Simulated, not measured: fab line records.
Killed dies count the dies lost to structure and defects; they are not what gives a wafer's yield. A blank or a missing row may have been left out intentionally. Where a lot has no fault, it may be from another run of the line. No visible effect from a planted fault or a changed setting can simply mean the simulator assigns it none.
fab line records	flow sky130
record lots=11	wafers=33	lastDay=50
route steps=708 shown FIELD_ISO@15 NWELL@64 VT_ADJUST_LVTN@104
lots with no fault: from the same line, run without faults
startH: hours from the record's first day to the start of the lot's first wafer shown	waitH: how many hours have passed since the lot's step before this one	" the same as in the row above	L1.1+2: a single row standing in for several wafers	- value missing, or start not given	* or withheld: withheld	< > ~ a bound
route shown NAME@n: a module of which the file shows steps, and the number in the route of the first	usual: mean/standard deviation of fault-free wafers	same: alike in all rows	chamber/n: place in a boat	sites: per-site readings	_std_site: their standard deviation	_edge_site: mean of outer sites minus mean of inner sites	radiusMm: for every site, how far away it sits from the centre of the wafer	mask NAME#n: copy n	behind: the last tool/chamber to shape the wafer	hold: the reason the lot was held/the length of the hold in hours/how it ended	device: which transistor (n, p or np) failed to switch	end of line: the route-end tests of the same wafers	a step given without rows: its recipe and nothing more	killed: the dies lost at the first sort to structure and to defects; this is not the yield of the wafer	map: a wafer's dies, marking killed ones x, the rest . and places with no die _
set.NAME: the run value of the setting; set.NAME@STEP: its run value at that earlier step	model.NAME: the simulator's own value behind a step, which no gauge read
route steps across a sampled set of lots; one table per step, one row per wafer
services: the hour from which a tool's chamber was out of use, counted from the record's first day as startH (under 0 if before that day), plus the number of hours and why
## steps
# step SKY_FIELD_ISO_ETCH_14
# recipe chemistry=N2/H2	target=BARC	ionEnergyEv=200	sourceW=500	biasW=100	pressureMtorr=30	n2FlowSccm=100	h2FlowSccm=200	stopOn=SiO2	timeS=45.9	targetDepthA=600
# usual drypumpMotorCurrentA=5.7/0.31	oesProductAu=0.855/0.0047	throttleValvePct=13.224/0.0095
lot.wafer	tool	chamber	startH	waitH	drypumpMotorCurrentA	oesProductAu	rfHoursCounterH	throttleValvePct
L999.2	rieDiel-03	2	34.16	0.1	5.2	0.851	10	13.225
L999.5	"	2	"	"	5.2	0.848	-	13.203
L999.6	"	1	"	"	5.3	0.855	-	13.230
L103.2	rieDiel-03	1	53.91	0.1	5.3	0.855	111	13.240
L103.3	"	0	"	"	5.4	0.853	3	13.215
L103.4	"	2	"	"	5.2	0.851	10	13.221
L104.1	rieDiel-04	0	58.66	0.1	5.9	0.846	11	13.234
L104.5	"	2	"	"	5.8	0.853	-	13.218
L104.6	"	1	"	"	5.8	0.852	-	13.215
L105.2	rieDiel-04	3	65.63	0.1	6.0	0.848	170	13.227
L105.4	"	2	"	"	5.7	0.856	163	13.205
L105.6	"	1	"	"	5.8	0.848	-	13.219
L107.2	rieDiel-01	3	75.98	0.1	5.3	0.856	37	13.228
L107.3	"	2	"	"	6.2	0.855	0	13.202
L107.5	"	2	"	"	6.2	0.856	-	13.222
L109.1	rieDiel-01	1	84.93	0.1	6.1	0.857	164	13.213
L109.3	"	0	"	"	5.4	0.853	86	13.220
L109.6	"	1	"	"	6.1	0.854	-	13.220
L113.3	rieDiel-04	1	107.91	0.1	5.8	0.852	80	13.229
L113.4	"	3	"	"	6.0	0.859	-	13.221
L113.5	"	1	"	"	5.8	0.851	-	13.223
L116.3	rieDiel-01	0	122.31	0.1	5.4	0.854	87	13.241
L116.4	"	2	"	"	6.2	0.856	-	13.212
L116.5	"	0	"	"	5.4	0.856	-	13.227
L117.1	rieDiel-01	3	130.53	0.1	5.4	0.855	38	13.232
L117.2	"	1	"	"	6.1	0.859	0	13.231
L117.5	"	3	"	"	5.4	0.857	-	13.205
L118.3	rieDiel-04	3	133.86	0.1	6.0	0.862	1	13.240
L118.4	"	1	"	"	5.8	0.847	80	13.226
L118.5	"	2	"	"	5.7	0.868	-	13.200
L121.2	rieDiel-03	0	148.01	0.1	5.4	0.856	5	13.228
L121.3	"	2	"	"	5.2	0.857	12	13.223
L121.5	"	1	"	"	5.3	0.851	-	13.245
# step SKY_FIELD_ISO_ETCH_17
# recipe targetDepthA=3420	maskMaterial=Si3N4	chemistry=HBr/Cl2/O2	target=Si	taperDeg=5	icpW=600	biasW=150	pressureMtorr=15	HBr_flow_sccm=150	Cl2_flow_sccm=40	O2_flow_sccm=6	timeS=97.7
# usual drypumpMotorCurrentA=5.6/0.52	heBacksideLeakSccm=2.67/0.27	mfcCl2Sccm=39.99/0.11	oesProductAu=0.999/0.0092	throttleValvePct=25.658/0.011
lot.wafer	tool	chamber	startH	waitH	drypumpMotorCurrentA	heBacksideLeakSccm	mfcCl2Sccm	oesProductAu	rfHoursCounterH	throttleValvePct
L999.2	rieSi-02	1	34.36	0.1	5.0	2.24	39.98	1.005	59	25.653
L999.5	"	3	"	"	5.9	2.38	40.00	0.996	-	25.669
L999.6	"	2	"	"	6.1	2.58	39.89	1.009	-	25.669
L103.2	rieSi-02	2	54.11	0.1	6.1	2.52	40.20	0.993	78	25.663
L103.3	"	3	"	"	5.9	2.53	39.93	0.993	3	25.653
L103.4	"	1	"	"	5.0	2.46	40.03	0.994	-	25.665
L104.1	rieSi-01	3	58.86	0.1	4.9	2.72	39.99	0.993	89	25.652
L104.5	"	0	"	"	5.1	2.50	39.87	0.995	-	25.647
L104.6	"	1	"	"	5.4	2.74	39.71	0.998	-	25.649
L105.2	rieSi-02	1	65.83	0.1	5.0	2.51	39.89	0.995	59	25.654
L105.4	"	2	"	"	6.2	2.46	40.01	0.993	78	25.663
L105.6	"	2	"	"	6.1	2.52	39.90	0.993	-	25.652
L107.2	rieSi-02	0	76.18	0.1	5.9	2.75	40.06	1.008	31	25.644
L107.3	"	2	"	"	6.1	2.57	39.87	0.984	78	25.667
L107.5	"	2	"	"	6.1	2.66	39.90	0.996	-	25.645
L109.1	rieSi-02	3	85.13	0.1	5.9	2.36	40.02	0.990	3	25.655
L109.3	"	0	"	"	5.8	2.76	40.00	1.006	31	25.654
L109.6	"	2	"	"	6.1	2.52	40.10	0.983	-	25.686
L113.3	rieSi-01	0	108.10	0.0	5.2	2.52	40.05	1.018	1	25.650
L113.4	"	2	"	"	6.4	2.96	40.05	1.003	31	25.653
L113.5	"	3	"	"	4.9	2.71	40.20	1.001	-	25.643
L116.3	rieSi-02	3	122.50	0.0	5.9	2.61	39.93	0.991	3	25.657
L116.4	"	2	"	"	6.1	2.58	39.73	0.999	79	25.666
L116.5	"	1	"	"	5.0	2.42	40.12	1.006	-	25.638
L117.1	rieSi-01	3	130.73	0.1	4.9	2.73	39.98	0.988	89	25.680
L117.2	"	0	"	"	5.2	2.55	40.01	1.016	2	25.639
L117.5	"	1	"	"	5.3	2.71	40.06	0.998	-	25.659
L118.3	rieSi-02	1	134.05	0.0	5.0	2.49	40.21	1.004	60	25.660
L118.4	"	3	"	"	5.9	2.39	39.92	0.996	3	25.665
L118.5	"	2	"	"	6.1	2.62	39.81	0.990	-	25.674
L121.2	rieSi-01	0	148.21	0.1	5.1	2.57	40.11	1.004	2	25.647
L121.3	"	1	"	"	5.3	2.73	39.92	0.987	116	25.655
L121.5	"	2	"	"	6.4	2.97	40.16	1.005	-	25.653
# step SKY_NWELL_IMPLANT_11
# recipe species=P	energyKev=400	doseCm2=1.9e+13	tiltDeg=withheld
# usual doseIonsCm2=1.9e+13/1.9e+10	faradayCurrentUA=107.0/2.1
lot.wafer	tool	chamber	startH	waitH	doseIonsCm2	faradayCurrentUA
L999.2	implanter-03	0	88.73	0.0	1.9021e+13	104.4
L999.5	"	0	"	"	1.9026e+13	109.6
L999.6	"	0	"	"	1.9032e+13	108.8
L103.2	implanter-04	0	111.43	0.0	1.8985e+13	105.4
L103.3	"	0	"	"	1.8995e+13	103.4
L103.4	"	0	"	"	1.9027e+13	105.8
L104.1	implanter-03	0	115.19	0.0	1.9024e+13	108.2
L104.5	"	0	"	"	1.9055e+13	109.5
L104.6	"	0	"	"	1.9022e+13	108.7
L105.2	implanter-04	0	126.20	0.0	1.8983e+13	106.6
L105.4	"	0	"	"	1.8977e+13	104.6
L105.6	"	0	"	"	1.8965e+13	105.3
L107.2	implanter-02	0	136.33	0.0	1.8995e+13	110.1
L107.3	"	0	"	"	1.9009e+13	109.1
L107.5	"	0	"	"	1.8998e+13	107.0
L109.1	implanter-03	0	152.81	0.0	1.8979e+13	106.0
L109.3	"	0	"	"	1.8984e+13	110.2
L109.6	"	0	"	"	1.8985e+13	108.7
L113.3	implanter-04	0	173.45	0.1	1.8988e+13	106.5
L113.4	"	0	"	"	1.899e+13	107.1
L113.5	"	0	"	"	1.898e+13	105.9
L116.3	implanter-03	0	192.77	0.1	1.2845e+13	73.1
L116.4	"	0	"	"	1.2815e+13	72.5
L116.5	"	0	"	"	1.2819e+13	71.3
L117.1	implanter-03	0	200.82	0.0	1.2831e+13	72.5
L117.2	"	0	"	"	1.2846e+13	71.4
L117.5	"	0	"	"	1.285e+13	73.7
L118.3	implanter-02	0	202.80	0.1	1.8993e+13	106.3
L118.4	"	0	"	"	1.8951e+13	105.6
L118.5	"	0	"	"	1.8988e+13	104.8
L121.2	implanter-02	0	219.30	0.0	1.9014e+13	105.3
L121.3	"	0	"	"	1.8993e+13	109.7
L121.5	"	0	"	"	1.9001e+13	108.7
# step SKY_NWELL_TW_MEAS_15
# usual NWELL_TW=1820/9.2
lot.wafer	tool	chamber	startH	waitH	NWELL_TW
L999.2	filmMetro-03	-	89.27	0.1	1822
L999.5	"	-	"	"	1834
L999.6	"	-	"	"	1837
L103.2	filmMetro-03	-	111.97	0.1	1822
L103.3	"	-	"	"	1822
L103.4	"	-	"	"	1813
L104.1	filmMetro-03	-	115.74	0.1	1820
L104.5	"	-	"	"	1814
L104.6	"	-	"	"	1818
L105.2	filmMetro-04	-	126.73	0.1	1823
L105.4	"	-	"	"	1823
L105.6	"	-	"	"	1828
L107.2	filmMetro-03	-	136.87	0.1	1809
L107.3	"	-	"	"	1818
L107.5	"	-	"	"	1819
L109.1	filmMetro-04	-	153.39	0.1	1836
L109.3	"	-	"	"	1823
L109.6	"	-	"	"	1825
L113.3	filmMetro-04	-	173.97	0.1	1826
L113.4	"	-	"	"	1824
L113.5	"	-	"	"	1826
L116.3	filmMetro-02	-	193.29	0.1	1602
L116.4	"	-	"	"	1602
L116.5	"	-	"	"	1605
L117.1	filmMetro-03	-	201.37	0.1	1624
L117.2	"	-	"	"	1626
L117.5	"	-	"	"	1618
L118.3	filmMetro-03	-	203.32	0.1	1828
L118.4	"	-	"	"	1831
L118.5	"	-	"	"	1823
L121.2	filmMetro-04	-	219.83	0.1	1822
L121.3	"	-	"	"	1821
L121.5	"	-	"	"	1822
# step SKY_NWELL_RS_MEAS_29
# recipe thkMeasGauge=four-point-probe
# usual NWELL_RS=625.0/1.6
lot.wafer	tool	chamber	startH	waitH	NWELL_RS[ohm/sq]
L999.2	filmMetro-02	-	107.70	0.2	623.2
L999.5	"	-	"	"	623.1
L999.6	"	-	"	"	624.4
L103.2	filmMetro-02	-	131.15	0.1	626.2
L103.3	"	-	"	"	626.8
L103.4	"	-	"	"	628.5
L104.1	filmMetro-02	-	134.59	0.1	624.0
L104.5	"	-	"	"	624.6
L104.6	"	-	"	"	624.4
L105.2	filmMetro-02	-	145.25	0.1	624.6
L105.4	"	-	"	"	626.0
L105.6	"	-	"	"	625.0
L107.2	filmMetro-02	-	155.85	0.1	626.4
L107.3	"	-	"	"	626.5
L107.5	"	-	"	"	626.2
L109.1	filmMetro-03	-	173.51	0.1	623.0
L109.3	"	-	"	"	624.6
L109.6	"	-	"	"	622.7
L113.3	filmMetro-04	-	194.61	0.1	622.2
L113.4	"	-	"	"	621.9
L113.5	"	-	"	"	623.2
L116.3	filmMetro-02	-	215.48	0.1	770.6
L116.4	"	-	"	"	770.9
L116.5	"	-	"	"	772.9
L117.1	filmMetro-02	-	224.06	0.1	773.2
L117.2	"	-	"	"	770.2
L117.5	"	-	"	"	773.9
L118.3	filmMetro-03	-	225.97	0.1	623.8
L118.4	"	-	"	"	624.5
L118.5	"	-	"	"	625.7
L121.2	filmMetro-02	-	242.81	0.1	625.4
L121.3	"	-	"	"	626.1
L121.5	"	-	"	"	626.7
# step SKY_VT_ADJUST_LVTN_OVL_MEAS_07
# usual VT_ADJUST_LVTN_OVL=-0.8/1.5
lot.wafer	tool	chamber	startH	waitH	VT_ADJUST_LVTN_OVL[nm]
L999.2	overlay-02	-	144.39	-	-0.8
L999.5	"	-	"	"	-2.7
L999.6	"	-	"	"	-1.3
L103.2	overlay-01	-	169.57	-	-4.6
L103.3	"	-	"	"	-3.6
L103.4	"	-	"	"	-4.1
L104.1	overlay-02	-	173.44	-	-0.9
L104.5	"	-	"	"	-1.5
L104.6	"	-	"	"	-2.3
L105.2	overlay-02	-	185.39	-	-3.4
L105.4	"	-	"	"	-1.7
L105.6	"	-	"	"	-1.8
L107.2	overlay-02	-	197.62	-	-1.0
L107.3	"	-	"	"	-1.3
L107.5	"	-	"	"	-0.8
L109.1	overlay-02	-	215.41	-	-0.1
L109.3	"	-	"	"	-0.4
L109.6	"	-	"	"	1.6
L113.3	overlay-02	-	238.58	-	0.7
L113.4	"	-	"	"	0.8
L113.5	"	-	"	"	1.3
L116.3	overlay-02	-	261.33	-	-2.0
L116.4	"	-	"	"	-0.8
L116.5	"	-	"	"	-0.5
L117.1	overlay-02	-	270.31	-	-1.3
L117.2	"	-	"	"	0.8
L117.5	"	-	"	"	0.2
L118.3	overlay-02	-	272.83	-	-1.6
L118.4	"	-	"	"	-0.9
L118.5	"	-	"	"	0.8
L121.2	overlay-02	-	290.39	-	-1.2
L121.3	"	-	"	"	-1.1
L121.5	"	-	"	"	-0.8
## services
tool	chamber	startH	hours	kind
rieDiel-03	-	11.45	0.2	repair
rieDiel-04	3	21.11	7.0	repair
rieDiel-04	1	24.48	11.5	repair
rieDiel-01	3	26.94	1.7	repair
rieDiel-01	-	29.98	14.6	pm
implanter-02	-	43.21	5.1	pm
rieDiel-01	2	44.58	-	clean
rieDiel-01	1	52.01	6.7	repair
rieSi-02	0	53.13	1.9	repair
implanter-02	-	53.24	3.5	repair
rieSi-01	-	65.28	0.3	repair
implanter-04	-	66.48	1.0	repair
rieSi-02	1	78.41	7.1	repair
implanter-04	-	82.56	3.4	pm
rieDiel-03	1	88.30	16.4	repair
implanter-04	-	94.99	2.5	repair
implanter-04	-	112.71	2.5	pm
rieDiel-03	1	137.25	5.7	repair
rieDiel-03	1	152.85	4.8	repair
rieDiel-01	1	159.47	16.7	repair
rieDiel-03	0	169.31	9.6	repair
rieSi-02	-	177.01	2.8	pm
rieDiel-04	-	180.36	2.8	pm
rieDiel-01	2	213.72	9.5	repair
## key
firstSign step=SKY_NWELL_IMPLANT_11	reading=doseIonsCm2	direction=down	sigmas=99+	usual=*	struck=*
effect step=SKY_NWELL_IMPLANT_11	reading=faradayCurrentUA	direction=down	sigmas=17	usual=107.0	struck=72.4
effect step=SKY_NWELL_TW_MEAS_15	reading=NWELL_TW	direction=down	sigmas=23	usual=1820	struck=1613
effect step=SKY_NWELL_RS_MEAS_29	reading=NWELL_RS	direction=up	sigmas=90	usual=625.0	struck=772.0
metAt SKY_NWELL_IMPLANT_11
struckLots L116,L117
testerLeftOut L116,L117
notActingAt SKY_FIELD_ISO_ETCH_14,SKY_FIELD_ISO_ETCH_17,SKY_VT_ADJUST_LVTN_OVL_MEAS_07
onsetBetween 152.81 192.77
fault kind=processParameterDrift	tool=implanter-03	chamber=-	onsetH=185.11	steps=SKY_NWELL_IMPLANT_11	channel=doseCm2	offset=*	shape=step	endH=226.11	actsIn=*	stated=*
# testerLeftOut: of these lots the tester's yield and bins aren't shown, on N5 and GAA mostly nor the transistor test; their killed dies are dies lost to structure and defects alone, not to doping, threshold or leakage, so they don't give the yield
